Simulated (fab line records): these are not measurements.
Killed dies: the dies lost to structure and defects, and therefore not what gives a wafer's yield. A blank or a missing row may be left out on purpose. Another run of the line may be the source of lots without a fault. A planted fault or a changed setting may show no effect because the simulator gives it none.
fab line records / flow gf180mcu / part 2 of 2: steps 29 to 37 of 37
record lots=5 wafers=15 last_day=34
route steps=602 shown M5@535 V5@540 TOP_METAL@567
lots with no fault: from the same line, run without faults
start_h: hours from the record's opening day to when the first of the lot's shown wafers began / wait_h: hours elapsed since this lot's preceding step / " identical to the entry in the row above / L1.1+2: one row covering several wafers at once / - no value, or no start given / * or withheld: withheld / < > ~ a bound
route shown NAME@n: names a module that has steps shown in the file, with the first one's number in the route / usual: mean and standard deviation over wafers with no fault / same: alike in all rows / chamber/n: place in a boat / sites: each site's reading / _std_site: how widely they spread, as a standard deviation / _edge_site: inner sites' mean taken away from outer sites' mean / radius_mm: for every site, how far away it sits from the centre of the wafer / mask NAME#n: copy n / behind: the most recent tool/chamber to have shaped the wafer / hold: why the lot was held/for how many hours/how that ended / device: the transistor (n, p or np) that didn't switch / end of line: tests of these same wafers at the route's end / a step given without rows: its recipe and nothing more / killed: dies that structure and defects cost at the first sort, which is not the same as the wafer's yield / map: per-die view of a wafer (x killed, . not killed, _ where there is no die)
set.NAME: the setting that was run; set.NAME@STEP: the one run at that earlier step / model.NAME: the simulator's own value behind a step, which no gauge read
lots seen at some steps along the route; tables by step, rows by wafer
services: the hour from which a tool's chamber was out of use, counted from the record's first day as start_h (under 0 if before that day), plus the number of hours and why
## steps
# step GF_V5_CVD_23
# recipe material=W target_thk_nm=350 time_s=104.9 temp_c=400 pressure_torr=40
# usual heater_power_w=866/54
lot.wafer=L080.1 tool=cvd_w-02 chamber=1 start_h=685.84 wait_h=0.0 heater_power_w=899
lot.wafer=L080.2 tool=cvd_w-02 chamber=0 start_h=685.84 wait_h=0.0 heater_power_w=939
lot.wafer=L080.3 tool=cvd_w-02 chamber=1 start_h=685.84 wait_h=0.0 heater_power_w=892
lot.wafer=L082.1 tool=cvd_w-01 chamber=1 start_h=703.88 wait_h=0.0 heater_power_w=802
lot.wafer=L082.4 tool=cvd_w-01 chamber=1 start_h=703.88 wait_h=0.0 heater_power_w=789
lot.wafer=L082.6 tool=cvd_w-01 chamber=0 start_h=703.88 wait_h=0.0 heater_power_w=851
lot.wafer=L084.3 tool=cvd_w-02 chamber=1 start_h=720.36 wait_h=0.1 heater_power_w=906
lot.wafer=L084.4 tool=cvd_w-02 chamber=0 start_h=720.36 wait_h=0.1 heater_power_w=917
lot.wafer=L084.5 tool=cvd_w-02 chamber=0 start_h=720.36 wait_h=0.1 heater_power_w=931
lot.wafer=L094.2 tool=cvd_w-01 chamber=1 start_h=775.58 wait_h=0.0 heater_power_w=806
lot.wafer=L094.4 tool=cvd_w-01 chamber=0 start_h=775.58 wait_h=0.0 heater_power_w=898
lot.wafer=L094.6 tool=cvd_w-01 chamber=1 start_h=775.58 wait_h=0.0 heater_power_w=805
lot.wafer=L096.2 tool=cvd_w-01 chamber=0 start_h=789.48 wait_h=0.0 heater_power_w=853
lot.wafer=L096.3 tool=cvd_w-01 chamber=1 start_h=789.48 wait_h=0.0 heater_power_w=777
lot.wafer=L096.4 tool=cvd_w-01 chamber=0 start_h=789.48 wait_h=0.0 heater_power_w=874
# step GF_V5_RS_MEAS_24
# recipe thk_meas_gauge=four-point-probe reads=W_of_V5_CVD_23+TiN_of_V5_SPUTTER_22+Ti_of_V5_SPUTTER_21
# usual V5_W_RS=0.3278/0.0029
lot.wafer=L080.1 tool=film_metro-04 chamber=- start_h=685.95 wait_h=0.1 V5_W_RS[ohm/sq]=0.3270
lot.wafer=L080.2 tool=film_metro-04 chamber=- start_h=685.95 wait_h=0.1 V5_W_RS[ohm/sq]=0.3312
lot.wafer=L080.3 tool=film_metro-04 chamber=- start_h=685.95 wait_h=0.1 V5_W_RS[ohm/sq]=0.3315
lot.wafer=L082.1 tool=film_metro-04 chamber=- start_h=703.99 wait_h=0.1 V5_W_RS[ohm/sq]=0.3223
lot.wafer=L082.4 tool=film_metro-04 chamber=- start_h=703.99 wait_h=0.1 V5_W_RS[ohm/sq]=0.3252
lot.wafer=L082.6 tool=film_metro-04 chamber=- start_h=703.99 wait_h=0.1 V5_W_RS[ohm/sq]=0.3241
lot.wafer=L084.3 tool=film_metro-01 chamber=- start_h=720.48 wait_h=0.1 V5_W_RS[ohm/sq]=0.3302
lot.wafer=L084.4 tool=film_metro-01 chamber=- start_h=720.48 wait_h=0.1 V5_W_RS[ohm/sq]=0.3332
lot.wafer=L084.5 tool=film_metro-01 chamber=- start_h=720.48 wait_h=0.1 V5_W_RS[ohm/sq]=0.3292
lot.wafer=L094.2 tool=film_metro-01 chamber=- start_h=775.71 wait_h=0.1 V5_W_RS[ohm/sq]=0.3335
lot.wafer=L094.4 tool=film_metro-01 chamber=- start_h=775.71 wait_h=0.1 V5_W_RS[ohm/sq]=0.3310
lot.wafer=L094.6 tool=film_metro-01 chamber=- start_h=775.71 wait_h=0.1 V5_W_RS[ohm/sq]=0.3272
lot.wafer=L096.2 tool=film_metro-01 chamber=- start_h=789.61 wait_h=0.1 V5_W_RS[ohm/sq]=0.3256
lot.wafer=L096.3 tool=film_metro-01 chamber=- start_h=789.61 wait_h=0.1 V5_W_RS[ohm/sq]=0.3312
lot.wafer=L096.4 tool=film_metro-01 chamber=- start_h=789.61 wait_h=0.1 V5_W_RS[ohm/sq]=0.3254
# step GF_V5_THK_MEAS_25
# recipe thk_meas_gauge=xrf reads=W_of_V5_CVD_23
# usual V5_W_THK=356/3.7
lot.wafer=L080.1 tool=film_metro-04 chamber=- start_h=686.07 wait_h=0.1 V5_W_THK[nm]=354
lot.wafer=L080.2 tool=film_metro-04 chamber=- start_h=686.07 wait_h=0.1 V5_W_THK[nm]=350
lot.wafer=L080.3 tool=film_metro-04 chamber=- start_h=686.07 wait_h=0.1 V5_W_THK[nm]=350
lot.wafer=L082.1 tool=film_metro-04 chamber=- start_h=704.11 wait_h=0.1 V5_W_THK[nm]=360
lot.wafer=L082.4 tool=film_metro-04 chamber=- start_h=704.11 wait_h=0.1 V5_W_THK[nm]=358
lot.wafer=L082.6 tool=film_metro-04 chamber=- start_h=704.11 wait_h=0.1 V5_W_THK[nm]=360
lot.wafer=L084.3 tool=film_metro-01 chamber=- start_h=720.58 wait_h=0.1 V5_W_THK[nm]=357
lot.wafer=L084.4 tool=film_metro-01 chamber=- start_h=720.58 wait_h=0.1 V5_W_THK[nm]=354
lot.wafer=L084.5 tool=film_metro-01 chamber=- start_h=720.58 wait_h=0.1 V5_W_THK[nm]=361
lot.wafer=L094.2 tool=film_metro-01 chamber=- start_h=775.82 wait_h=0.1 V5_W_THK[nm]=355
lot.wafer=L094.4 tool=film_metro-01 chamber=- start_h=775.82 wait_h=0.1 V5_W_THK[nm]=358
lot.wafer=L094.6 tool=film_metro-01 chamber=- start_h=775.82 wait_h=0.1 V5_W_THK[nm]=361
lot.wafer=L096.2 tool=film_metro-01 chamber=- start_h=789.72 wait_h=0.1 V5_W_THK[nm]=362
lot.wafer=L096.3 tool=film_metro-01 chamber=- start_h=789.72 wait_h=0.1 V5_W_THK[nm]=357
lot.wafer=L096.4 tool=film_metro-01 chamber=- start_h=789.72 wait_h=0.1 V5_W_THK[nm]=364
# step GF_V5_CMP_26
# recipe stop_on=SiO2 down_force_psi=3.5 platen_rpm=60 t_overpolish_s=15 target_thk_nm=0 pad_velocity_m_s=0.94248
# usual motor_current_A=12.0/1.4 overpolish_run_s=14.999/0.009 time_to_endpoint_s=85.2/2.6
lot.wafer=L080.1 tool=cmp-01 chamber=1 start_h=686.13 wait_h=0.1 motor_current_A=10.0 overpolish_run_s=15.012 time_to_endpoint_s=84.0
lot.wafer=L080.2 tool=cmp-01 chamber=3 start_h=686.13 wait_h=0.1 motor_current_A=11.3 overpolish_run_s=14.994 time_to_endpoint_s=84.2
lot.wafer=L080.3 tool=cmp-01 chamber=0 start_h=686.13 wait_h=0.1 motor_current_A=11.7 overpolish_run_s=14.996 time_to_endpoint_s=78.9
lot.wafer=L082.4 tool=cmp-02 chamber=3 start_h=704.35 wait_h=0.2 motor_current_A=13.7 overpolish_run_s=14.986 time_to_endpoint_s=87.2
lot.wafer=L082.1 tool=cmp-02 chamber=0 start_h=704.35 wait_h=0.2 motor_current_A=12.4 overpolish_run_s=14.999 time_to_endpoint_s=86.2
lot.wafer=L082.6 tool=cmp-02 chamber=1 start_h=704.35 wait_h=0.2 motor_current_A=10.4 overpolish_run_s=15.003 time_to_endpoint_s=85.3
lot.wafer=L084.3 tool=cmp-02 chamber=1 start_h=720.67 wait_h=0.1 motor_current_A=10.2 overpolish_run_s=14.986 time_to_endpoint_s=80.0
lot.wafer=L084.4 tool=cmp-02 chamber=3 start_h=720.67 wait_h=0.1 motor_current_A=14.2 overpolish_run_s=15.016 time_to_endpoint_s=85.9
lot.wafer=L084.5 tool=cmp-02 chamber=1 start_h=720.67 wait_h=0.1 motor_current_A=10.1 overpolish_run_s=15.005 time_to_endpoint_s=84.2
lot.wafer=L094.2 tool=cmp-02 chamber=2 start_h=775.87 wait_h=0.0 motor_current_A=11.5 overpolish_run_s=15.000 time_to_endpoint_s=78.0
lot.wafer=L094.4 tool=cmp-02 chamber=0 start_h=775.87 wait_h=0.0 motor_current_A=13.6 overpolish_run_s=14.988 time_to_endpoint_s=85.9
lot.wafer=L094.6 tool=cmp-02 chamber=2 start_h=775.87 wait_h=0.0 motor_current_A=12.6 overpolish_run_s=15.012 time_to_endpoint_s=84.9
lot.wafer=L096.2 tool=cmp-02 chamber=2 start_h=789.83 wait_h=0.1 motor_current_A=12.1 overpolish_run_s=14.992 time_to_endpoint_s=84.7
lot.wafer=L096.4 tool=cmp-02 chamber=3 start_h=789.83 wait_h=0.1 motor_current_A=14.1 overpolish_run_s=14.993 time_to_endpoint_s=86.7
lot.wafer=L096.3 tool=cmp-02 chamber=0 start_h=789.83 wait_h=0.1 motor_current_A=12.3 overpolish_run_s=15.001 time_to_endpoint_s=85.1
# step GF_TOP_METAL_SPUTTER_00
# recipe material=Ti target_thk_nm=37.5 arriving_ion_energy_ev=80 substrate_temp_c=200 chamber_pressure_pa=2 power_w=4000 time_s=150
# usual throttle_valve_pct=30.6/0.87
lot.wafer=L080.1 tool=pvd_sputter-02 chamber=- start_h=686.43 wait_h=0.2 throttle_valve_pct=29.7
lot.wafer=L080.2 tool=pvd_sputter-02 chamber=- start_h=686.43 wait_h=0.2 throttle_valve_pct=30.6
lot.wafer=L080.3 tool=pvd_sputter-02 chamber=- start_h=686.43 wait_h=0.2 throttle_valve_pct=30.2
lot.wafer=L082.1 tool=pvd_sputter-01 chamber=- start_h=704.55 wait_h=0.1 throttle_valve_pct=29.8
lot.wafer=L082.4 tool=pvd_sputter-01 chamber=- start_h=704.55 wait_h=0.1 throttle_valve_pct=30.9
lot.wafer=L082.6 tool=pvd_sputter-01 chamber=- start_h=704.55 wait_h=0.1 throttle_valve_pct=30.8
lot.wafer=L084.3 tool=pvd_sputter-03 chamber=- start_h=720.92 wait_h=0.2 throttle_valve_pct=29.7
lot.wafer=L084.4 tool=pvd_sputter-03 chamber=- start_h=720.92 wait_h=0.2 throttle_valve_pct=30.8
lot.wafer=L084.5 tool=pvd_sputter-03 chamber=- start_h=720.92 wait_h=0.2 throttle_valve_pct=30.0
lot.wafer=L094.2 tool=pvd_sputter-02 chamber=- start_h=776.17 wait_h=0.2 throttle_valve_pct=29.8
lot.wafer=L094.4 tool=pvd_sputter-02 chamber=- start_h=776.17 wait_h=0.2 throttle_valve_pct=28.6
lot.wafer=L094.6 tool=pvd_sputter-02 chamber=- start_h=776.17 wait_h=0.2 throttle_valve_pct=30.7
lot.wafer=L096.2 tool=pvd_sputter-02 chamber=- start_h=790.13 wait_h=0.2 throttle_valve_pct=28.5
lot.wafer=L096.3 tool=pvd_sputter-02 chamber=- start_h=790.13 wait_h=0.2 throttle_valve_pct=30.0
lot.wafer=L096.4 tool=pvd_sputter-02 chamber=- start_h=790.13 wait_h=0.2 throttle_valve_pct=29.9
# step GF_TOP_METAL_SPUTTER_01
# recipe material=TiN target_thk_nm=30 power_w=6500 time_s=25 chamber_pressure_pa=0.4
# usual throttle_valve_pct=30.6/0.87
lot.wafer=L080.1 tool=pvd_sputter-02 chamber=- start_h=686.53 wait_h=0.1 throttle_valve_pct=29.8
lot.wafer=L080.2 tool=pvd_sputter-02 chamber=- start_h=686.53 wait_h=0.1 throttle_valve_pct=30.6
lot.wafer=L080.3 tool=pvd_sputter-02 chamber=- start_h=686.53 wait_h=0.1 throttle_valve_pct=30.1
lot.wafer=L082.1 tool=pvd_sputter-01 chamber=- start_h=704.65 wait_h=0.1 throttle_valve_pct=29.7
lot.wafer=L082.4 tool=pvd_sputter-01 chamber=- start_h=704.65 wait_h=0.1 throttle_valve_pct=30.6
lot.wafer=L082.6 tool=pvd_sputter-01 chamber=- start_h=704.65 wait_h=0.1 throttle_valve_pct=30.6
lot.wafer=L084.3 tool=pvd_sputter-03 chamber=- start_h=721.02 wait_h=0.1 throttle_valve_pct=29.8
lot.wafer=L084.4 tool=pvd_sputter-03 chamber=- start_h=721.02 wait_h=0.1 throttle_valve_pct=30.9
lot.wafer=L084.5 tool=pvd_sputter-03 chamber=- start_h=721.02 wait_h=0.1 throttle_valve_pct=30.2
lot.wafer=L094.2 tool=pvd_sputter-02 chamber=- start_h=776.27 wait_h=0.1 throttle_valve_pct=29.7
lot.wafer=L094.4 tool=pvd_sputter-02 chamber=- start_h=776.27 wait_h=0.1 throttle_valve_pct=28.4
lot.wafer=L094.6 tool=pvd_sputter-02 chamber=- start_h=776.27 wait_h=0.1 throttle_valve_pct=30.8
lot.wafer=L096.2 tool=pvd_sputter-02 chamber=- start_h=790.23 wait_h=0.1 throttle_valve_pct=28.3
lot.wafer=L096.3 tool=pvd_sputter-02 chamber=- start_h=790.23 wait_h=0.1 throttle_valve_pct=30.0
lot.wafer=L096.4 tool=pvd_sputter-02 chamber=- start_h=790.23 wait_h=0.1 throttle_valve_pct=30.0
# step GF_TOP_METAL_SPUTTER_02
# recipe material=AlCu target_thk_nm=900 power_w=10600 chamber_pressure_pa=0.3 substrate_temp_c=250 gas=Ar time_s=47.82
# usual throttle_valve_pct=30.6/0.86
lot.wafer=L080.1 tool=pvd_sputter-02 chamber=- start_h=686.56 wait_h=0.0 throttle_valve_pct=29.7
lot.wafer=L080.2 tool=pvd_sputter-02 chamber=- start_h=686.56 wait_h=0.0 throttle_valve_pct=30.7
lot.wafer=L080.3 tool=pvd_sputter-02 chamber=- start_h=686.56 wait_h=0.0 throttle_valve_pct=30.2
lot.wafer=L082.1 tool=pvd_sputter-01 chamber=- start_h=704.68 wait_h=0.0 throttle_valve_pct=29.6
lot.wafer=L082.4 tool=pvd_sputter-01 chamber=- start_h=704.68 wait_h=0.0 throttle_valve_pct=30.7
lot.wafer=L082.6 tool=pvd_sputter-01 chamber=- start_h=704.68 wait_h=0.0 throttle_valve_pct=30.8
lot.wafer=L084.3 tool=pvd_sputter-03 chamber=- start_h=721.05 wait_h=0.0 throttle_valve_pct=29.9
lot.wafer=L084.4 tool=pvd_sputter-03 chamber=- start_h=721.05 wait_h=0.0 throttle_valve_pct=31.0
lot.wafer=L084.5 tool=pvd_sputter-03 chamber=- start_h=721.05 wait_h=0.0 throttle_valve_pct=30.2
lot.wafer=L094.2 tool=pvd_sputter-02 chamber=- start_h=776.30 wait_h=0.0 throttle_valve_pct=29.8
lot.wafer=L094.4 tool=pvd_sputter-02 chamber=- start_h=776.30 wait_h=0.0 throttle_valve_pct=28.4
lot.wafer=L094.6 tool=pvd_sputter-02 chamber=- start_h=776.30 wait_h=0.0 throttle_valve_pct=30.6
lot.wafer=L096.2 tool=pvd_sputter-02 chamber=- start_h=790.26 wait_h=0.0 throttle_valve_pct=28.4
lot.wafer=L096.3 tool=pvd_sputter-02 chamber=- start_h=790.26 wait_h=0.0 throttle_valve_pct=30.1
lot.wafer=L096.4 tool=pvd_sputter-02 chamber=- start_h=790.26 wait_h=0.0 throttle_valve_pct=29.8
# step GF_TOP_METAL_SPUTTER_03
# recipe material=Ti target_thk_nm=5 substrate_temp_c=300 chamber_pressure_pa=0.3 power_w=3000 time_s=3.3
# usual throttle_valve_pct=30.6/0.83
lot.wafer=L080.1 tool=pvd_sputter-02 chamber=- start_h=686.60 wait_h=0.0 throttle_valve_pct=29.8
lot.wafer=L080.2 tool=pvd_sputter-02 chamber=- start_h=686.60 wait_h=0.0 throttle_valve_pct=30.9
lot.wafer=L080.3 tool=pvd_sputter-02 chamber=- start_h=686.60 wait_h=0.0 throttle_valve_pct=29.9
lot.wafer=L082.1 tool=pvd_sputter-01 chamber=- start_h=704.72 wait_h=0.0 throttle_valve_pct=29.8
lot.wafer=L082.4 tool=pvd_sputter-01 chamber=- start_h=704.72 wait_h=0.0 throttle_valve_pct=30.5
lot.wafer=L082.6 tool=pvd_sputter-01 chamber=- start_h=704.72 wait_h=0.0 throttle_valve_pct=30.9
lot.wafer=L084.3 tool=pvd_sputter-03 chamber=- start_h=721.09 wait_h=0.0 throttle_valve_pct=30.0
lot.wafer=L084.4 tool=pvd_sputter-03 chamber=- start_h=721.09 wait_h=0.0 throttle_valve_pct=30.8
lot.wafer=L084.5 tool=pvd_sputter-03 chamber=- start_h=721.09 wait_h=0.0 throttle_valve_pct=30.0
lot.wafer=L094.2 tool=pvd_sputter-02 chamber=- start_h=776.34 wait_h=0.0 throttle_valve_pct=29.7
lot.wafer=L094.4 tool=pvd_sputter-02 chamber=- start_h=776.34 wait_h=0.0 throttle_valve_pct=28.5
lot.wafer=L094.6 tool=pvd_sputter-02 chamber=- start_h=776.34 wait_h=0.0 throttle_valve_pct=30.5
lot.wafer=L096.2 tool=pvd_sputter-02 chamber=- start_h=790.30 wait_h=0.0 throttle_valve_pct=28.4
lot.wafer=L096.3 tool=pvd_sputter-02 chamber=- start_h=790.30 wait_h=0.0 throttle_valve_pct=30.2
lot.wafer=L096.4 tool=pvd_sputter-02 chamber=- start_h=790.30 wait_h=0.0 throttle_valve_pct=29.8
# step GF_TOP_METAL_SPUTTER_04
# recipe material=TiN target_thk_nm=25 power_w=6500 time_s=20.8 chamber_pressure_pa=0.4
# usual throttle_valve_pct=30.6/0.87
lot.wafer=L080.1 tool=pvd_sputter-02 chamber=- start_h=686.62 wait_h=0.0 throttle_valve_pct=29.6
lot.wafer=L080.2 tool=pvd_sputter-02 chamber=- start_h=686.62 wait_h=0.0 throttle_valve_pct=30.7
lot.wafer=L080.3 tool=pvd_sputter-02 chamber=- start_h=686.62 wait_h=0.0 throttle_valve_pct=30.1
lot.wafer=L082.1 tool=pvd_sputter-01 chamber=- start_h=704.74 wait_h=0.0 throttle_valve_pct=29.7
lot.wafer=L082.4 tool=pvd_sputter-01 chamber=- start_h=704.74 wait_h=0.0 throttle_valve_pct=30.7
lot.wafer=L082.6 tool=pvd_sputter-01 chamber=- start_h=704.74 wait_h=0.0 throttle_valve_pct=30.9
lot.wafer=L084.3 tool=pvd_sputter-03 chamber=- start_h=721.11 wait_h=0.0 throttle_valve_pct=30.0
lot.wafer=L084.4 tool=pvd_sputter-03 chamber=- start_h=721.11 wait_h=0.0 throttle_valve_pct=30.8
lot.wafer=L084.5 tool=pvd_sputter-03 chamber=- start_h=721.11 wait_h=0.0 throttle_valve_pct=30.0
lot.wafer=L094.2 tool=pvd_sputter-02 chamber=- start_h=776.36 wait_h=0.0 throttle_valve_pct=30.0
lot.wafer=L094.4 tool=pvd_sputter-02 chamber=- start_h=776.36 wait_h=0.0 throttle_valve_pct=28.5
lot.wafer=L094.6 tool=pvd_sputter-02 chamber=- start_h=776.36 wait_h=0.0 throttle_valve_pct=30.6
lot.wafer=L096.2 tool=pvd_sputter-02 chamber=- start_h=790.32 wait_h=0.0 throttle_valve_pct=28.2
lot.wafer=L096.3 tool=pvd_sputter-02 chamber=- start_h=790.32 wait_h=0.0 throttle_valve_pct=30.2
lot.wafer=L096.4 tool=pvd_sputter-02 chamber=- start_h=790.32 wait_h=0.0 throttle_valve_pct=30.0
## services
tool=rie_diel-01 chamber=3 start_h=640.70 hours=1.8 kind=repair
tool=krf_scanner-02 chamber=- start_h=646.38 hours=1.0 kind=pm
tool=cvd_w-01 chamber=0 start_h=646.43 hours=9.4 kind=repair
tool=plasma_asher-02 chamber=- start_h=648.95 hours=2.8 kind=pm
tool=pecvd-03 chamber=- start_h=653.11 hours=1.1 kind=repair
tool=pecvd-03 chamber=1 start_h=658.99 hours=4.2 kind=repair
tool=pvd_sputter-02 chamber=- start_h=677.19 hours=2.1 kind=repair
tool=rie_diel-01 chamber=2 start_h=679.71 hours=2.0 kind=repair
tool=hdpcvd-02 chamber=- start_h=680.82 hours=2.8 kind=pm
tool=hdpcvd-02 chamber=- start_h=685.74 hours=0.9 kind=repair
tool=rie_diel-03 chamber=3 start_h=687.53 hours=3.2 kind=repair
tool=krf_scanner-02 chamber=- start_h=693.67 hours=0.8 kind=pm
tool=rie_diel-03 chamber=3 start_h=694.20 hours=2.9 kind=repair
tool=krf_scanner-02 chamber=- start_h=695.91 hours=1.3 kind=pm
tool=krf_scanner-02 chamber=- start_h=697.60 hours=0.4 kind=repair
tool=rie_diel-04 chamber=1 start_h=701.96 hours=12.9 kind=repair
tool=pvd_sputter-01 chamber=- start_h=709.19 hours=0.5 kind=repair
tool=rie_diel-03 chamber=1 start_h=718.40 hours=5.7 kind=repair
tool=hdpcvd-02 chamber=- start_h=727.25 hours=9.2 kind=repair
tool=cmp-02 chamber=- start_h=727.68 hours=1.0 kind=repair
tool=plasma_asher-02 chamber=- start_h=733.75 hours=9.0 kind=pm
tool=rie_diel-01 chamber=0 start_h=750.95 hours=5.3 kind=repair
tool=cmp-02 chamber=- start_h=758.35 hours=1.0 kind=repair
tool=rie_diel-04 chamber=3 start_h=781.90 hours=21.2 kind=repair
